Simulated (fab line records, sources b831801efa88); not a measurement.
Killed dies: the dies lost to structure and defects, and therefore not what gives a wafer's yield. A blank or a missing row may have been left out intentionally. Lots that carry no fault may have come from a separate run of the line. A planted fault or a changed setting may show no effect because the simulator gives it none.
fab line records | flow sky130
[record] lots = 24 wafers = 72 lastDay = 50
route steps=708 shown SD_P@327 VIA1@461 VIA2@509 METAL3@563 VIA3@594
lots that met no fault: taken from a fault-free run of the same line
startH: the number of hours between the record's first day and the start of the first shown wafer of the lot | waitH: hours elapsed since this lot's preceding step | " same as the row above | L1.1+2: several wafers, shown together as one row | - either no value or no given start | * or withheld: withheld | < > ~ a bound
route shown NAME@n: names a module that has steps shown in the file, with the first one's number in the route | usual: mean and standard deviation over wafers with no fault | same: alike in all rows | chamber/n: place in a boat | sites: readings site by site | _std_site: standard deviation of those values | _edge_site: outer sites' mean less inner sites' | radiusMm: how far each site lies from the wafer's centre | mask NAME#n: copy n | behind: the most recent tool/chamber to have shaped the wafer | hold: what put the lot on hold/how long, in hours/how the hold closed | device: the transistor (n, p or np) that didn't switch | end of line: tests of these same wafers at the route's end | where a step has no rows: the recipe by itself | killed: count of dies lost to structure and defects at first sort (not the wafer's yield) | map: shows each die of a wafer: x if killed, . if not, _ if none is there
set.NAME: the run value of the setting; set.NAME@STEP: its run value at that earlier step | model.NAME: the simulator's own value behind a step, which no gauge read
steps of the route over a sample of lots; a table a step, a row a wafer
services: a tool's chamber out of use, with start hour (startH, from the record's first day; less than 0 if before it), hours out, and reason
[[steps]]
[step SKY_SD_P_CD_MEAS_07]
[recipe] targetCdNm = 380
[usual] cdNm = 379.5/2.7
// columns lot.wafer tool chamber startH waitH cdNm
L074.2 cdSem-02 - 603.52 0.1 380.0
L074.4 " - " " 384.8
L074.6 " - " " 382.5
L075.1 cdSem-02 - 604.45 0.1 378.6
L075.3 " - " " 376.6
L075.4 " - " " 377.5
L076.2 cdSem-02 - 611.79 0.1 379.7
L076.3 " - " " 380.6
L076.4 " - " " 379.4
L078.1 cdSem-02 - 631.97 0.1 380.2
L078.5 " - " " 380.3
L078.6 " - " " 381.9
L077.2 cdSem-02 - 632.29 0.1 380.1
L077.3 " - " " 378.3
L077.5 " - " " 379.2
L080.1 cdSem-01 - 642.76 1.0 378.6
L080.4 " - " " 377.6
L080.6 " - " " 377.9
L079.2 cdSem-01 - 644.94 0.1 372.4
L079.3 " - " " 376.2
L079.5 " - " " 372.8
L081.2 cdSem-01 - 652.67 0.1 383.2
L081.3 " - " " 381.5
L081.6 " - " " 383.8
L082.2 cdSem-02 - 654.77 0.1 378.0
L082.4 " - " " 377.5
L082.5 " - " " 377.2
L083.4 cdSem-02 - 666.21 0.1 379.4
L083.5 " - " " 377.7
L083.6 " - " " 377.3
L084.3 cdSem-01 - 672.34 0.1 378.2
L084.4 " - " " 382.0
L084.5 " - " " 379.7
L085.1 cdSem-02 - 681.47 0.1 376.9
L085.4 " - " " 376.9
L085.5 " - " " 375.5
L087.1 cdSem-01 - 689.60 0.1 375.8
L087.2 " - " " 372.3
L087.4 " - " " 375.8
L086.4 cdSem-01 - 690.96 0.1 383.3
L086.5 " - " " 382.7
L086.6 " - " " 383.6
L088.1 cdSem-01 - 693.55 0.1 377.4
L088.5 " - " " 380.2
L088.6 " - " " 377.8
L089.1 cdSem-02 - 698.70 0.1 381.3
L089.4 " - " " 383.6
L089.5 " - " " 380.6
L090.1 cdSem-02 - 711.80 0.1 381.1
L090.4 " - " " 379.4
L090.5 " - " " 381.0
L091.2 cdSem-02 - 734.57 0.1 380.2
L091.3 " - " " 376.9
L091.5 " - " " 379.1
L092.1 cdSem-01 - 736.67 0.1 381.0
L092.2 " - " " 381.8
L092.4 " - " " 381.3
L093.3 cdSem-02 - 745.79 0.1 382.2
L093.4 " - " " 381.4
L093.6 " - " " 385.2
L094.1 cdSem-02 - 746.95 0.1 378.1
L094.4 " - " " 378.1
L094.5 " - " " 379.5
L095.1 cdSem-02 - 761.70 0.1 384.3
L095.5 " - " " 378.6
L095.6 " - " " 378.2
L096.2 cdSem-01 - 764.99 0.2 378.3
L096.3 " - " " 378.7
L096.6 " - " " 380.0
L097.1 cdSem-02 - 765.57 0.1 382.3
L097.4 " - " " 381.3
L097.6 " - " " 383.0
[step SKY_VIA1_BOW_MEAS_03]
[recipe] mode = bow
[usual] VIA1_BOW = 82/7.5
// columns lot.wafer tool chamber startH waitH VIA1_BOW[um]
L074.2 filmMetro-02 - 779.31 0.2 80
L074.4 " - " " 85
L074.6 " - " " 68
L075.1 filmMetro-03 - 779.75 0.1 92
L075.3 " - " " 94
L075.4 " - " " 98
L076.2 filmMetro-02 - 783.52 0.3 89
L076.3 " - " " 89
L076.4 " - " " 86
L078.1 filmMetro-03 - 805.09 0.1 84
L078.5 " - " " 76
L078.6 " - " " 79
L077.2 filmMetro-02 - 806.53 0.1 77
L077.3 " - " " 73
L077.5 " - " " 77
L080.1 filmMetro-02 - 813.93 0.1 85
L080.4 " - " " 79
L080.6 " - " " 69
L079.2 filmMetro-03 - 815.60 0.2 84
L079.3 " - " " 97
L079.5 " - " " 77
L081.2 filmMetro-03 - 823.41 0.3 81
L081.3 " - " " 80
L081.6 " - " " 85
L082.2 filmMetro-02 - 824.54 0.3 73
L082.4 " - " " 82
L082.5 " - " " 87
L083.4 filmMetro-02 - 837.49 0.3 72
L083.5 " - " " 78
L083.6 " - " " 80
L084.3 filmMetro-02 - 840.95 0.3 78
L084.4 " - " " 91
L084.5 " - " " 79
L085.1 filmMetro-01 - 850.04 0.2 81
L085.4 " - " " 87
L085.5 " - " " 75
L087.1 filmMetro-03 - 857.31 0.1 96
L087.2 " - " " 92
L087.4 " - " " 95
L086.4 filmMetro-02 - 858.84 0.3 72
L086.5 " - " " 79
L086.6 " - " " 73
L088.1 filmMetro-03 - 860.80 0.2 86
L088.5 " - " " 86
L088.6 " - " " 78
L089.1 filmMetro-03 - 866.87 0.2 86
L089.4 " - " " 89
L089.5 " - " " 102
L090.1 filmMetro-02 - 878.15 0.1 80
L090.4 " - " " 90
L090.5 " - " " 81
L091.2 filmMetro-03 - 900.35 0.2 75
L091.3 " - " " 88
L091.5 " - " " 86
L092.1 filmMetro-02 - 901.26 0.1 89
L092.2 " - " " 72
L092.4 " - " " 87
L093.3 filmMetro-03 - 909.89 0.3 78
L093.4 " - " " 80
L093.6 " - " " 90
L094.1 filmMetro-03 - 911.13 0.1 81
L094.4 " - " " 93
L094.5 " - " " 79
L095.1 filmMetro-01 - 925.94 0.2 81
L095.5 " - " " 95
L095.6 " - " " 84
L096.2 filmMetro-02 - 928.39 0.2 79
L096.3 " - " " 75
L096.6 " - " " 70
L097.1 filmMetro-03 - 929.57 0.1 96
L097.4 " - " " 73
L097.6 " - " " 83
[step SKY_VIA2_CMP_02]
[recipe] material = SiO2 downForcePsi = 4 platenRpm = 60 padVelocityMS = 0.94248
[usual] motorCurrentA = 12.1/1.5 slurryFlowMlMin = 150.1/0.46
// columns lot.wafer tool chamber startH waitH motorCurrentA slurryFlowMlMin
L074.4 cmp-01 0 834.96 0.0 15.1 150.6
L074.2 " 2 " " 11.7 151.0
L074.6 " 0 " " 15.0 150.4
L075.1 cmp-02 2 835.82 0.1 11.3 150.7
L075.3 " 3 " " 10.7 150.1
L075.4 " 0 " " 13.2 149.7
L076.3 cmp-02 1 837.52 0.0 11.7 149.5
L076.4 " 2 " " 11.6 149.4
L076.2 " 3 " " 10.4 150.6
L078.1 cmp-02 2 859.34 0.2 11.1 150.0
L078.6 " 3 " " 10.5 150.2
L078.5 " 0 " " 13.0 149.8
L077.2 cmp-01 1 860.32 0.0 10.4 150.2
L077.3 " 0 " " 15.1 150.8
L077.5 " 2 " " 12.5 150.0
L080.1 cmp-02 2 868.93 0.1 11.2 150.3
L080.4 " 0 " " 12.6 150.6
L080.6 " 2 " " 11.8 150.0
L079.3 cmp-01 3 870.17 0.0 12.6 150.2
L079.2 " 0 " " 15.2 149.3
L079.5 " 3 " " 11.9 150.7
L081.2 cmp-01 1 876.80 0.1 10.8 150.4
L081.3 " 3 " " 12.6 149.5
L081.6 " 1 " " 10.4 150.1
L082.2 cmp-01 0 880.12 0.1 15.1 150.0
L082.4 " 1 " " 10.3 150.5
L082.5 " 3 " " 11.9 150.6
L083.4 cmp-01 2 891.57 0.1 12.0 149.6
L083.6 " 0 " " 16.0 149.1
L083.5 " 1 " " 10.4 150.8
L084.3 cmp-02 1 894.29 0.0 11.3 150.2
L084.4 " 0 " " 12.5 149.7
L084.5 " 1 " " 11.2 150.0
L085.4 cmp-01 3 904.50 0.0 13.1 150.9
L085.1 " 0 " " 15.0 149.7
L085.5 " 3 " " 12.2 149.9
L087.1 cmp-01 3 911.43 0.1 12.7 150.0
L087.4 " 0 " " 15.0 149.8
L087.2 " 1 " " 10.6 150.0
L086.4 cmp-02 1 912.93 0.4 11.3 150.4
L086.5 " 2 " " 11.9 149.9
L086.6 " 3 " " 10.7 149.3
L088.1 cmp-02 0 915.49 0.1 12.5 149.7
L088.5 " 3 " " 11.1 149.9
L088.6 " 0 " " 12.5 149.6
L089.1 cmp-01 2 920.82 0.1 11.6 149.5
L089.4 " 3 " " 12.6 150.4
L089.5 " 1 " " 10.3 150.5
L090.4 cmp-02 3 931.53 0.0 10.4 149.8
L090.1 " 0 " " 12.8 150.8
L090.5 " 3 " " 10.3 150.3
L091.2 cmp-01 1 952.14 0.1 11.0 150.3
L091.3 " 2 " " 12.6 150.7
L091.5 " 0 " " 15.1 150.0
L092.2 cmp-01 3 953.97 0.1 13.4 149.7
L092.4 " 1 " " 10.3 150.8
L092.1 " 2 " " 12.0 150.3
L093.3 cmp-02 3 961.38 0.0 10.5 149.9
L093.4 " 1 " " 11.7 149.9
L093.6 " 3 " " 10.7 150.7
L094.4 cmp-02 0 962.42 0.1 12.4 150.7
L094.1 " 1 " " 11.3 148.8
L094.5 " 3 " " 10.9 149.8
L095.1 cmp-01 0 977.10 0.2 15.0 149.8
L095.5 " 1 " " 10.6 150.4
L095.6 " 2 " " 11.5 149.9
L096.2 cmp-02 0 982.86 0.1 12.4 148.6
L096.3 " 1 " " 11.2 149.6
L096.6 " 3 " " 10.3 150.3
L097.4 cmp-01 2 983.42 0.2 11.8 149.5
L097.1 " 0 " " 14.6 150.0
L097.6 " 3 " " 12.8 150.4
[step SKY_METAL3_CD_MEAS_13]
[recipe] targetCdNm = 300
[usual] cdNm = 300.5/1.5
// columns lot.wafer tool chamber startH waitH cdNm
L074.2 cdSem-01 - 914.87 - 301.2
L074.4 " - " " 302.4
L074.6 " - " " 302.2
L075.1 cdSem-02 - 915.80 - 300.4
L075.3 " - " " 300.3
L075.4 " - " " 300.3
L076.2 cdSem-02 - 916.52 - 304.0
L076.3 " - " " 302.5
L076.4 " - " " 303.2
L078.1 cdSem-01 - 937.50 - 300.1
L078.5 " - " " 300.5
L078.6 " - " " 299.4
L077.2 cdSem-02 - 938.90 - 300.6
L077.3 " - " " 300.6
L077.5 " - " " 301.2
L080.1 cdSem-02 - 946.43 - 302.1
L080.4 " - " " 302.1
L080.6 " - " " 303.2
L079.2 cdSem-02 - 947.45 - 299.0
L079.3 " - " " 300.1
L079.5 " - " " 298.5
L081.2 cdSem-01 - 953.37 - 299.4
L081.3 " - " " 299.6
L081.6 " - " " 299.9
L082.2 cdSem-02 - 956.60 - 299.8
L082.4 " - " " 300.3
L082.5 " - " " 301.6
L083.4 cdSem-02 - 967.29 - 301.5
L083.5 " - " " 302.2
L083.6 " - " " 301.3
L084.3 cdSem-01 - 971.07 - 301.2
L084.4 " - " " 301.0
L084.5 " - " " 300.4
L085.1 cdSem-01 - 979.25 - 301.4
L085.4 " - " " 300.7
L085.5 " - " " 302.6
L087.1 cdSem-01 - 986.27 - 297.1
L087.2 " - " " 297.3
L087.4 " - " " 297.9
L086.4 cdSem-01 - 988.68 - 301.5
L086.5 " - " " 302.0
L086.6 " - " " 300.9
L088.1 cdSem-01 - 989.38 - 299.4
L088.5 " - " " 298.2
L088.6 " - " " 300.2
L089.1 cdSem-01 - 994.85 - 300.9
L089.4 " - " " 302.2
L089.5 " - " " 302.2
L090.1 cdSem-02 - 1005.73 - 301.9
L090.4 " - " " 301.3
L090.5 " - " " 302.5
L091.2 cdSem-01 - 1025.45 - 297.9
L091.3 " - " " 297.8
L091.5 " - " " 297.4
L092.1 cdSem-02 - 1027.15 - 297.8
L092.2 " - " " 298.4
L092.4 " - " " 297.8
L093.3 cdSem-01 - 1034.12 - 300.9
L093.4 " - " " 301.4
L093.6 " - " " 300.2
L094.1 cdSem-01 - 1034.78 - 301.5
L094.4 " - " " 301.9
L094.5 " - " " 300.2
L095.1 cdSem-02 - 1047.48 - 300.1
L095.5 " - " " 300.5
L095.6 " - " " 300.4
L096.2 cdSem-02 - 1052.92 - 300.5
L096.3 " - " " 299.6
L096.6 " - " " 300.0
L097.1 cdSem-01 - 1053.25 - 300.4
L097.4 " - " " 300.1
L097.6 " - " " 300.8
[step SKY_VIA3_CVD_21]
[recipe] material = W targetThkNm = 390 timeS = 117.31 tempC = 400 pressureTorr = 40
[usual] heaterPowerW = 835/37
// columns lot.wafer tool chamber startH waitH heaterPowerW
L074.2 cvdW-02 1 941.77 0.0 844
L074.4 " 0 " " 854
L074.6 " 1 " " 864
L075.1 cvdW-02 0 942.90 0.0 846
L075.3 " 0 " " 818
L075.4 " 1 " " 880
L076.2 cvdW-01 0 943.55 0.0 778
L076.3 " 1 " " 830
L076.4 " 0 " " 791
L078.1 cvdW-02 0 963.71 0.0 855
L078.5 " 0 " " 833
L078.6 " 1 " " 845
L077.2 cvdW-01 1 965.19 0.0 846
L077.3 " 1 " " 839
L077.5 " 0 " " 782
L080.1 cvdW-01 1 972.89 0.0 837
L080.4 " 1 " " 828
L080.6 " 0 " " 773
L079.2 cvdW-02 1 974.01 0.0 871
L079.3 " 1 " " 849
L079.5 " 0 " " 848
L081.2 cvdW-02 1 982.82 0.0 846
L081.3 " 0 " " 854
L081.6 " 1 " " 882
L082.2 cvdW-01 0 985.57 0.0 770
L082.4 " 0 " " 774
L082.5 " 0 " " 781
L083.4 cvdW-02 0 992.66 0.1 856
L083.5 " 0 " " 842
L083.6 " 1 " " 874
L084.3 cvdW-02 0 996.34 0.1 865
L084.4 " 1 " " 855
L084.5 " 1 " " 873
L085.1 cvdW-02 0 1005.35 0.0 849
L085.4 " 0 " " 835
L085.5 " 0 " " 844
L087.1 cvdW-02 1 1012.13 0.0 862
L087.2 " 0 " " 842
L087.4 " 1 " " 879
L086.4 cvdW-01 1 1014.26 0.1 849
L086.5 " 1 " " 831
L086.6 " 0 " " 775
L088.1 cvdW-02 0 1014.98 0.0 832
L088.5 " 0 " " 831
L088.6 " 1 " " 863
L089.1 cvdW-01 0 1019.96 0.0 789
L089.4 " 0 " " 773
L089.5 " 1 " " 852
L090.1 cvdW-02 1 1030.91 0.0 870
L090.4 " 0 " " 864
L090.5 " 0 " " 857
L091.2 cvdW-02 1 1050.51 0.0 893
L091.3 " 1 " " 869
L091.5 " 1 " " 874
L092.1 cvdW-01 1 1052.16 0.0 842
L092.2 " 0 " " 763
L092.4 " 1 " " 831
L093.3 cvdW-01 0 1058.36 0.1 777
L093.4 " 1 " " 812
L093.6 " 0 " " 787
L094.1 cvdW-01 0 1059.29 0.0 765
L094.4 " 1 " " 856
L094.5 " 0 " " 766
L095.1 cvdW-01 0 1071.24 0.0 781
L095.5 " 1 " " 835
L095.6 " 0 " " 761
L096.2 cvdW-01 1 1077.29 0.0 827
L096.3 " 0 " " 761
L096.6 " 1 " " 850
L097.1 cvdW-02 0 1077.51 0.0 854
L097.4 " 1 " " 885
L097.6 " 0 " " 851
[step SKY_VIA3_RS_MEAS_22]
[recipe] thkMeasGauge = four-point-probe reads = W_of_VIA3_CVD_21+TiN_of_VIA3_SPUTTER_20
[usual] VIA3_W_RS = 0.294/0.0063
// columns lot.wafer tool chamber startH waitH VIA3_W_RS[ohm/sq]
L074.2 filmMetro-03 - 941.91 0.1 0.307
L074.4 " - " " 0.294
L074.6 " - " " 0.300
L075.1 filmMetro-02 - 943.03 0.1 0.290
L075.3 " - " " 0.290
L075.4 " - " " 0.302
L076.2 filmMetro-03 - 943.69 0.1 0.286
L076.3 " - " " 0.296
L076.4 " - " " 0.284
L078.1 filmMetro-01 - 963.83 0.1 0.293
L078.5 " - " " 0.294
L078.6 " - " " 0.300
L077.2 filmMetro-01 - 965.33 0.1 0.289
L077.3 " - " " 0.293
L077.5 " - " " 0.288
L080.1 filmMetro-02 - 973.01 0.1 0.292
L080.4 " - " " 0.291
L080.6 " - " " 0.288
L079.2 filmMetro-02 - 974.15 0.1 0.305
L079.3 " - " " 0.307
L079.5 " - " " 0.296
L081.2 filmMetro-02 - 982.96 0.1 0.303
L081.3 " - " " 0.297
L081.6 " - " " 0.304
L082.2 filmMetro-01 - 985.71 0.1 0.287
L082.4 " - " " 0.287
L082.5 " - " " 0.289
L083.4 filmMetro-02 - 992.80 0.1 0.294
L083.5 " - " " 0.299
L083.6 " - " " 0.306
L084.3 filmMetro-03 - 996.47 0.1 0.295
L084.4 " - " " 0.306
L084.5 " - " " 0.303
L085.1 filmMetro-03 - 1005.48 0.1 0.296
L085.4 " - " " 0.295
L085.5 " - " " 0.294
L087.1 filmMetro-03 - 1012.25 0.1 0.299
L087.2 " - " " 0.291
L087.4 " - " " 0.299
L086.4 filmMetro-01 - 1014.40 0.1 0.294
L086.5 " - " " 0.290
L086.6 " - " " 0.287
L088.1 filmMetro-02 - 1015.11 0.1 0.300
L088.5 " - " " 0.300
L088.6 " - " " 0.304
L089.1 filmMetro-03 - 1020.08 0.1 0.285
L089.4 " - " " 0.281
L089.5 " - " " 0.296
L090.1 filmMetro-01 - 1031.03 0.1 0.297
L090.4 " - " " 0.290
L090.5 " - " " 0.290
L091.2 filmMetro-01 - 1050.65 0.1 0.301
L091.3 " - " " 0.304
L091.5 " - " " 0.303
L092.1 filmMetro-03 - 1052.28 0.1 0.294
L092.2 " - " " 0.286
L092.4 " - " " 0.294
L093.3 filmMetro-03 - 1058.48 0.1 0.288
L093.4 " - " " 0.291
L093.6 " - " " 0.289
L094.1 filmMetro-01 - 1059.42 0.1 0.292
L094.4 " - " " 0.296
L094.5 " - " " 0.284
L095.1 filmMetro-03 - 1071.36 0.1 0.285
L095.5 " - " " 0.290
L095.6 " - " " 0.283
L096.2 filmMetro-01 - 1077.43 0.1 0.296
L096.3 " - " " 0.287
L096.6 " - " " 0.296
L097.1 filmMetro-03 - 1077.63 0.1 0.292
L097.4 " - " " 0.297
L097.6 " - " " 0.289
[[services]]
// columns tool chamber startH hours kind
cmp-02 - 815.71 1.3 repair
cmp-02 - 824.36 1.0 repair
cvdW-02 0 829.83 5.5 repair
cmp-01 - 841.60 0.8 repair
cmp-02 - 874.48 5.8 pm
cmp-02 - 899.95 0.3 repair
cvdW-02 - 904.00 14.0 pm
cvdW-02 0 904.00 14.0 ventCycle
cvdW-02 1 904.00 14.0 ventCycle
cmp-01 - 912.00 4.0 pm
cmp-01 - 916.00 - consumableReplace:conditioner
cmp-01 - 916.00 - consumableReplace:pad
cvdW-02 0 918.00 - clean
cvdW-02 1 918.00 - clean
cmp-01 - 929.97 4.2 pm
cvdW-01 1 956.68 3.5 repair
cmp-02 - 956.80 1.4 repair
cmp-01 - 1006.49 2.0 repair
cmp-01 - 1026.40 0.5 repair
cmp-02 - 1045.22 3.7 repair
cmp-01 - 1071.93 0.6 repair
cmp-01 - 1073.68 0.3 repair
[[key]]
fault none
